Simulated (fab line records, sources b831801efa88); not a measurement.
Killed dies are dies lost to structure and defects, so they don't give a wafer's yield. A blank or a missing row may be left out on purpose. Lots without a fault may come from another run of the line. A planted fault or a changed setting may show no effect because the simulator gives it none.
fab line records | flow gf180mcu
record lots=24 wafers=72 last_day=34
route steps=602 shown V1@350 M3@424 V4@490 MIM@510
lots that met no fault: from a run of the same line without faults
start_h: hours from the record's first day to the start of the lot's first wafer shown | wait_h: hours since the lot's step before | " the same as in the row above | L1.1+2: a row that stands for several wafers | - no value, or no start given | * or withheld: withheld | < > ~ a bound
route shown NAME@n: a module of which the file shows steps, and the number in the route of the first | usual: mean/standard deviation of fault-free wafers | same: alike in all rows | chamber/n: place in a boat | sites: the reading at each site | _std_site: their standard deviation | _edge_site: outer sites' mean less inner sites' | radius_mm: how far each site lies from the wafer's centre | mask NAME#n: copy n | behind: the tool/chamber that last shaped the wafer | hold: why the lot was held/for how many hours/how that ended | device: the transistor (n, p or np) that didn't switch | end of line: the same wafers' tests at the end of the route | a step without rows: its recipe alone | killed: dies lost to structure and defects at the first sort, not the wafer's yield | map: a wafer's dies, x killed, . not, _ none there
set.NAME: the setting as run; set.NAME@STEP: as run at that earlier step | model.NAME: the simulator's own value behind a step, which no gauge read
steps of the route over a sample of lots; a table a step, a row a wafer
services: from which hour (start_h, from the record's first day; less than 0 if before it) a tool's chamber was out of use, for how many hours, and why
## steps
# step GF_V1_OVL_MEAS_15
# usual V1_OVL=2/5.9
# columns lot.wafer tool chamber start_h wait_h V1_OVL[nm]
L074.2 overlay-02 - 410.80 0.1 4
L074.4 " - " " 1
L074.6 " - " " 2
L075.3 overlay-01 - 421.15 0.1 -7
L075.4 " - " " -3
L075.6 " - " " -4
L076.1 overlay-01 - 442.62 0.1 4
L076.3 " - " " 5
L076.5 " - " " 3
L077.4 overlay-01 - 445.71 0.1 7
L077.5 " - " " -3
L077.6 " - " " 9
L078.2 overlay-02 - 453.98 0.1 -3
L078.5 " - " " 5
L078.6 " - " " -8
L079.1 overlay-02 - 464.99 0.1 4
L079.4 " - " " 2
L079.5 " - " " 8
L080.2 overlay-02 - 473.13 0.1 -6
L080.3 " - " " -4
L080.5 " - " " 0
L081.1 overlay-02 - 480.88 0.1 2
L081.2 " - " " 6
L081.6 " - " " 1
L082.3 overlay-01 - 484.71 0.1 -5
L082.5 " - " " 3
L082.6 " - " " 3
L083.2 overlay-01 - 500.48 0.1 10
L083.5 " - " " -5
L083.6 " - " " 4
L085.2 overlay-02 - 510.68 0.1 12
L085.3 " - " " 3
L085.4 " - " " 13
L084.1 overlay-01 - 512.39 0.1 2
L084.2 " - " " -6
L084.4 " - " " 2
L086.1 overlay-02 - 524.38 0.1 -4
L086.3 " - " " -6
L086.5 " - " " -7
L087.1 overlay-01 - 531.88 0.1 4
L087.4 " - " " 5
L087.5 " - " " 10
L088.2 overlay-02 - 540.47 0.1 1
L088.3 " - " " -1
L088.5 " - " " -4
L089.2 overlay-01 - 549.09 0.1 6
L089.5 " - " " -3
L089.6 " - " " 7
L090.1 overlay-01 - 550.03 0.1 -11
L090.2 " - " " -4
L090.3 " - " " -10
L091.2 overlay-02 - 565.82 0.1 -5
L091.5 " - " " 10
L091.6 " - " " -1
L092.3 overlay-02 - 576.75 0.1 4
L092.5 " - " " 6
L092.6 " - " " 1
L093.1 overlay-02 - 588.62 0.1 4
L093.4 " - " " 0
L093.5 " - " " -5
L094.1 overlay-01 - 590.25 0.1 7
L094.4 " - " " 3
L094.6 " - " " 2
L095.2 overlay-01 - 592.60 0.1 8
L095.4 " - " " 4
L095.6 " - " " 4
L096.2 overlay-01 - 606.75 0.1 1
L096.3 " - " " -2
L096.4 " - " " 1
L097.2 overlay-01 - 615.92 0.1 4
L097.3 " - " " 3
L097.6 " - " " 6
# step GF_M3_OVL_MEAS_15
# usual M3_OVL=4/5.9
# columns lot.wafer tool chamber start_h wait_h M3_OVL[nm]
L074.2 overlay-02 - 488.24 0.1 -6
L074.4 " - " " -1
L074.6 " - " " -5
L075.3 overlay-02 - 498.91 0.1 0
L075.4 " - " " 7
L075.6 " - " " 5
L076.1 overlay-02 - 519.13 0.1 8
L076.3 " - " " 4
L076.5 " - " " 3
L077.4 overlay-01 - 521.80 0.1 -2
L077.5 " - " " -3
L077.6 " - " " 1
L078.2 overlay-02 - 532.15 0.1 3
L078.5 " - " " 6
L078.6 " - " " -1
L079.1 overlay-01 - 540.53 0.1 -1
L079.4 " - " " -4
L079.5 " - " " -6
L080.2 overlay-02 - 546.99 0.1 0
L080.3 " - " " 2
L080.5 " - " " -4
L081.1 overlay-02 - 555.38 0.1 4
L081.2 " - " " 13
L081.6 " - " " 5
L082.3 overlay-02 - 558.59 0.1 3
L082.5 " - " " 6
L082.6 " - " " 8
L083.2 overlay-01 - 573.60 0.1 6
L083.5 " - " " 3
L083.6 " - " " 5
L085.2 overlay-01 - 582.09 0.1 -2
L085.3 " - " " 3
L085.4 " - " " 2
L084.1 overlay-01 - 584.38 0.1 8
L084.2 " - " " 12
L084.4 " - " " 9
L086.1 overlay-01 - 595.54 0.1 5
L086.3 " - " " 1
L086.5 " - " " -3
L087.1 overlay-02 - 602.44 0.1 0
L087.4 " - " " -1
L087.5 " - " " 8
L088.2 overlay-02 - 610.18 0.1 14
L088.3 " - " " 1
L088.5 " - " " 8
L089.2 overlay-02 - 618.53 0.1 21
L089.5 " - " " 23
L089.6 " - " " 23
L090.1 overlay-02 - 619.58 0.1 6
L090.2 " - " " 2
L090.3 " - " " 1
L091.2 overlay-01 - 634.94 0.1 2
L091.5 " - " " 4
L091.6 " - " " -2
L092.3 overlay-02 - 644.69 0.1 1
L092.5 " - " " -4
L092.6 " - " " 6
L093.1 overlay-02 - 654.98 0.1 8
L093.4 " - " " 3
L093.5 " - " " 5
L094.1 overlay-02 - 657.59 0.1 10
L094.4 " - " " 7
L094.6 " - " " 5
L095.2 overlay-01 - 659.34 0.1 13
L095.4 " - " " 8
L095.6 " - " " 9
L096.2 overlay-01 - 673.14 0.1 8
L096.3 " - " " 2
L096.4 " - " " -2
L097.2 overlay-02 - 680.78 0.1 4
L097.3 " - " " 2
L097.6 " - " " -1
# step GF_V4_CD_MEAS_14
# recipe target_cd_nm=260
# usual cd_nm=259.9/1.4
# columns lot.wafer tool chamber start_h wait_h cd_nm
L074.2 cd_sem-02 - 563.04 0.1 261.7
L074.4 " - " " 260.4
L074.6 " - " " 260.0
L075.3 cd_sem-02 - 571.49 0.1 260.5
L075.4 " - " " 258.9
L075.6 " - " " 259.6
L076.1 cd_sem-02 - 590.40 0.1 255.2
L076.3 " - " " 256.3
L076.5 " - " " 257.7
L077.4 cd_sem-02 - 592.81 0.1 260.7
L077.5 " - " " 261.6
L077.6 " - " " 260.6
L078.2 cd_sem-02 - 602.97 0.1 261.2
L078.5 " - " " 260.5
L078.6 " - " " 260.2
L079.1 cd_sem-01 - 609.35 0.1 260.2
L079.4 " - " " 260.7
L079.5 " - " " 261.6
L080.2 cd_sem-02 - 616.92 0.1 260.7
L080.3 " - " " 258.8
L080.5 " - " " 258.6
L081.1 cd_sem-01 - 623.20 0.1 258.6
L081.2 " - " " 258.4
L081.6 " - " " 257.9
L082.3 cd_sem-02 - 625.22 0.1 259.4
L082.5 " - " " 260.8
L082.6 " - " " 260.0
L083.2 cd_sem-02 - 640.78 0.1 259.7
L083.5 " - " " 259.3
L083.6 " - " " 259.6
L085.2 cd_sem-02 - 648.84 0.1 262.0
L085.3 " - " " 262.1
L085.4 " - " " 261.1
L084.1 cd_sem-02 - 651.55 0.1 258.1
L084.2 " - " " 258.2
L084.4 " - " " 259.5
L086.1 cd_sem-02 - 661.82 0.1 259.1
L086.3 " - " " 258.4
L086.5 " - " " 259.3
L087.1 cd_sem-02 - 668.02 0.1 263.2
L087.4 " - " " 262.6
L087.5 " - " " 263.6
L088.2 cd_sem-02 - 674.54 0.1 258.9
L088.3 " - " " 260.1
L088.5 " - " " 258.3
L090.1 cd_sem-02 - 682.87 0.1 259.9
L090.2 " - " " 260.9
L090.3 " - " " 259.9
L089.2 cd_sem-01 - 683.61 0.2 258.3
L089.5 " - " " 258.4
L089.6 " - " " 258.4
L091.2 cd_sem-01 - 697.72 0.1 259.1
L091.5 " - " " 260.5
L091.6 " - " " 259.7
L092.3 cd_sem-01 - 706.91 0.1 260.2
L092.5 " - " " 261.4
L092.6 " - " " 260.4
L093.1 cd_sem-01 - 716.85 0.1 260.3
L093.4 " - " " 259.5
L093.5 " - " " 260.6
L094.1 cd_sem-01 - 719.77 0.1 259.3
L094.4 " - " " 258.9
L094.6 " - " " 260.4
L095.2 cd_sem-01 - 720.20 0.2 258.7
L095.4 " - " " 259.6
L095.6 " - " " 258.5
L096.2 cd_sem-01 - 734.02 0.1 260.9
L096.3 " - " " 262.5
L096.4 " - " " 260.6
L097.2 cd_sem-01 - 739.84 0.1 259.8
L097.3 " - " " 259.9
L097.6 " - " " 260.1
# step GF_V4_SPUTTER_21
# recipe material=Ti target_thk_nm=15 chamber_pressure_pa=5 power_w=2500 substrate_temp_c=200 time_s=80.02
# usual throttle_valve_pct=31.0/1.2
# columns lot.wafer tool chamber start_h wait_h throttle_valve_pct
L074.2 pvd_sputter-03 - 563.85 0.0 29.8
L074.4 " - " " 32.9
L074.6 " - " " 29.6
L075.3 pvd_sputter-02 - 572.27 0.0 31.8
L075.4 " - " " 31.3
L075.6 " - " " 31.5
L076.1 pvd_sputter-01 - 591.22 0.0 30.2
L076.3 " - " " 31.2
L076.5 " - " " 30.5
L077.4 pvd_sputter-01 - 593.57 0.0 31.0
L077.5 " - " " 30.9
L077.6 " - " " 31.5
L078.2 pvd_sputter-03 - 603.77 0.0 32.6
L078.5 " - " " 28.7
L078.6 " - " " 32.9
L079.1 pvd_sputter-02 - 610.26 0.0 32.0
L079.4 " - " " 31.6
L079.5 " - " " 31.8
L080.2 pvd_sputter-01 - 618.06 0.0 30.6
L080.3 " - " " 30.2
L080.5 " - " " 30.6
L081.1 pvd_sputter-01 - 624.17 0.0 31.6
L081.2 " - " " 30.4
L081.6 " - " " 31.7
L082.3 pvd_sputter-02 - 626.04 0.0 31.3
L082.5 " - " " 31.7
L082.6 " - " " 31.8
L083.2 pvd_sputter-02 - 641.58 0.0 31.7
L083.5 " - " " 31.8
L083.6 " - " " 32.0
L085.2 pvd_sputter-02 - 649.67 0.0 31.3
L085.3 " - " " 31.7
L085.4 " - " " 31.5
L084.1 pvd_sputter-02 - 652.44 0.0 31.7
L084.2 " - " " 31.4
L084.4 " - " " 32.5
L086.1 pvd_sputter-02 - 662.68 0.0 31.8
L086.3 " - " " 31.9
L086.5 " - " " 31.6
L087.1 pvd_sputter-03 - 668.88 0.0 32.9
L087.4 " - " " 29.8
L087.5 " - " " 32.3
L088.2 pvd_sputter-03 - 675.35 0.0 29.8
L088.3 " - " " 28.9
L088.5 " - " " 28.7
L090.1 pvd_sputter-03 - 683.69 0.0 28.6
L090.2 " - " " 29.7
L090.3 " - " " 29.7
L089.2 pvd_sputter-02 - 684.41 0.0 31.4
L089.5 " - " " 31.9
L089.6 " - " " 31.3
L091.2 pvd_sputter-03 - 698.52 0.0 32.8
L091.5 " - " " 29.8
L091.6 " - " " 29.2
L092.3 pvd_sputter-01 - 707.69 0.0 30.5
L092.5 " - " " 31.7
L092.6 " - " " 30.5
L093.1 pvd_sputter-03 - 717.67 0.0 32.7
L093.4 " - " " 29.7
L093.5 " - " " 29.6
L094.1 pvd_sputter-02 - 720.62 0.0 31.9
L094.4 " - " " 32.1
L094.6 " - " " 31.8
L095.2 pvd_sputter-02 - 721.03 0.0 31.6
L095.4 " - " " 31.8
L095.6 " - " " 31.8
L096.2 pvd_sputter-03 - 734.92 0.0 29.0
L096.3 " - " " 29.9
L096.4 " - " " 29.8
L097.2 pvd_sputter-03 - 740.64 0.0 28.4
L097.3 " - " " 32.9
L097.6 " - " " 32.6
# step GF_V4_CVD_23
# recipe material=W target_thk_nm=350 time_s=104.9 temp_c=400 pressure_torr=40
# usual heater_power_w=958/140
# columns lot.wafer tool chamber start_h wait_h heater_power_w
L074.2 cvd_w-01 0 563.95 0.0 818
L074.4 " 1 " " 851
L074.6 " 0 " " 827
L075.3 cvd_w-02 1 572.40 0.1 845
L075.4 " 0 " " 1141
L075.6 " 0 " " 1157
L076.1 cvd_w-01 0 591.32 0.0 813
L076.3 " 1 " " 891
L076.5 " 1 " " 865
L077.4 cvd_w-02 0 593.70 0.1 1148
L077.5 " 1 " " 885
L077.6 " 0 " " 1143
L078.2 cvd_w-01 0 603.87 0.0 827
L078.5 " 0 " " 825
L078.6 " 1 " " 846
L079.1 cvd_w-02 0 610.36 0.0 1131
L079.4 " 1 " " 890
L079.5 " 1 " " 872
L080.2 cvd_w-02 0 618.16 0.0 1149
L080.3 " 0 " " 1114
L080.5 " 1 " " 884
L081.1 cvd_w-02 0 624.27 0.0 1143
L081.2 " 1 " " 905
L081.6 " 0 " " 1154
L082.3 cvd_w-01 1 626.17 0.1 883
L082.5 " 1 " " 894
L082.6 " 0 " " 824
L083.2 cvd_w-02 1 641.68 0.0 886
L083.5 " 0 " " 1150
L083.6 " 1 " " 900
L085.2 cvd_w-01 1 649.77 0.0 875
L085.3 " 0 " " 833
L085.4 " 1 " " 875
L084.1 cvd_w-01 0 652.54 0.0 826
L084.2 " 1 " " 886
L084.4 " 0 " " 817
L086.1 cvd_w-02 0 662.78 0.0 1173
L086.3 " 0 " " 1140
L086.5 " 1 " " 885
L087.1 cvd_w-02 0 668.98 0.0 1105
L087.4 " 1 " " 917
L087.5 " 0 " " 1133
L088.2 cvd_w-02 0 675.49 0.1 1147
L088.3 " 0 " " 1141
L088.5 " 0 " " 1147
L090.1 cvd_w-02 0 683.79 0.0 1143
L090.2 " 1 " " 901
L090.3 " 0 " " 1125
L089.2 cvd_w-01 0 684.51 0.0 823
L089.5 " 1 " " 848
L089.6 " 0 " " 826
L091.2 cvd_w-02 1 698.62 0.0 913
L091.5 " 1 " " 916
L091.6 " 0 " " 1142
L092.3 cvd_w-01 1 707.83 0.1 871
L092.5 " 1 " " 891
L092.6 " 0 " " 836
L093.1 cvd_w-01 0 717.77 0.0 830
L093.4 " 0 " " 806
L093.5 " 0 " " 822
L094.1 cvd_w-02 1 720.72 0.0 898
L094.4 " 1 " " 878
L094.6 " 0 " " 1147
L095.2 cvd_w-02 1 721.13 0.0 891
L095.4 " 1 " " 893
L095.6 " 0 " " 1164
L096.2 cvd_w-02 0 735.02 0.0 1156
L096.3 " 1 " " 884
L096.4 " 0 " " 1175
L097.2 cvd_w-02 1 740.74 0.0 882
L097.3 " 0 " " 1158
L097.6 " 1 " " 892
# step GF_MIM_SPUTTER_07
# recipe material=TiN target_thk_nm=60 power_w=6500 time_s=50 chamber_pressure_pa=0.4
# usual throttle_valve_pct=31.1/0.73
# columns lot.wafer tool chamber start_h wait_h throttle_valve_pct
L074.2 pvd_sputter-01 - 564.86 0.0 30.4
L074.4 " - " " 30.3
L074.6 " - " " 31.6
L075.3 pvd_sputter-02 - 573.56 0.0 31.9
L075.4 " - " " 31.6
L075.6 " - " " 31.6
L076.1 pvd_sputter-04 - 592.22 0.1 30.3
L076.3 " - " " 31.6
L076.5 " - " " 29.5
L077.4 pvd_sputter-01 - 594.57 0.0 30.2
L077.5 " - " " 31.6
L077.6 " - " " 30.3
L078.2 pvd_sputter-02 - 604.77 0.0 31.9
L078.5 " - " " 31.4
L078.6 " - " " 31.7
L079.1 pvd_sputter-02 - 611.51 0.1 31.7
L079.4 " - " " 31.7
L079.5 " - " " 31.8
L080.2 pvd_sputter-01 - 619.06 0.0 30.4
L080.3 " - " " 31.0
L080.5 " - " " 31.1
L081.1 pvd_sputter-01 - 625.18 0.1 31.8
L081.2 " - " " 30.4
L081.6 " - " " 31.5
L082.3 pvd_sputter-02 - 627.04 0.0 32.0
L082.5 " - " " 31.6
L082.6 " - " " 31.4
L083.2 pvd_sputter-02 - 642.58 0.0 31.4
L083.5 " - " " 31.9
L083.6 " - " " 31.7
L085.2 pvd_sputter-01 - 650.68 0.0 30.4
L085.3 " - " " 30.2
L085.4 " - " " 32.1
L084.1 pvd_sputter-02 - 653.44 0.1 31.5
L084.2 " - " " 31.7
L084.4 " - " " 31.6
L086.1 pvd_sputter-01 - 663.69 0.1 30.3
L086.3 " - " " 30.4
L086.5 " - " " 30.4
L087.1 pvd_sputter-04 - 669.89 0.1 30.3
L087.4 " - " " 30.5
L087.5 " - " " 30.1
L088.2 pvd_sputter-04 - 676.47 0.0 30.3
L088.3 " - " " 29.7
L088.5 " - " " 29.4
L090.1 pvd_sputter-04 - 684.71 0.1 31.6
L090.2 " - " " 30.5
L090.3 " - " " 29.8
L089.2 pvd_sputter-01 - 685.42 0.0 30.6
L089.5 " - " " 31.7
L089.6 " - " " 30.4
L091.2 pvd_sputter-01 - 699.52 0.0 32.0
L091.5 " - " " 31.2
L091.6 " - " " 30.3
L092.3 pvd_sputter-01 - 708.70 0.0 30.4
L092.5 " - " " 31.3
L092.6 " - " " 30.5
L093.1 pvd_sputter-02 - 718.79 0.1 31.7
L093.4 " - " " 31.6
L093.5 " - " " 31.9
L094.1 pvd_sputter-04 - 721.63 0.1 31.5
L094.4 " - " " 29.6
L094.6 " - " " 30.1
L095.2 pvd_sputter-02 - 722.53 0.0 32.1
L095.4 " - " " 31.7
L095.6 " - " " 31.3
L096.2 pvd_sputter-02 - 735.92 0.0 31.9
L096.3 " - " " 31.6
L096.4 " - " " 32.0
L097.2 pvd_sputter-02 - 741.92 0.0 31.6
L097.3 " - " " 32.0
L097.6 " - " " 31.8
## services
# columns tool chamber start_h hours kind
pvd_sputter-01 1 541.41 - consumable_replace:kit
pvd_sputter-01 1 541.41 18.0 scheduled_down
pvd_sputter-01 1 541.41 18.0 vent_cycle
pvd_sputter-02 - 543.00 0.6 repair
pvd_sputter-04 - 548.10 1.1 repair
pvd_sputter-03 - 552.84 5.5 repair
pvd_sputter-01 0 649.03 - consumable_replace:kit
pvd_sputter-03 - 650.17 0.8 repair
cvd_w-02 - 657.25 2.8 pm
pvd_sputter-02 - 666.61 5.8 repair
cvd_w-02 1 675.32 4.8 repair
pvd_sputter-03 - 679.61 3.4 repair
pvd_sputter-02 - 699.92 2.6 repair
pvd_sputter-04 - 700.99 1.0 repair
pvd_sputter-02 2 702.81 - consumable_replace:kit
pvd_sputter-02 2 702.81 18.0 scheduled_down
pvd_sputter-02 2 702.81 18.0 vent_cycle
cvd_w-01 1 709.24 17.3 repair
pvd_sputter-01 - 711.74 1.4 repair
pvd_sputter-03 - 716.08 1.2 repair
pvd_sputter-01 - 716.36 55.7 repair
pvd_sputter-04 - 716.57 4.8 repair
pvd_sputter-01 - 720.14 4.0 repair
pvd_sputter-01 - 722.23 0.6 repair
## key
fault none
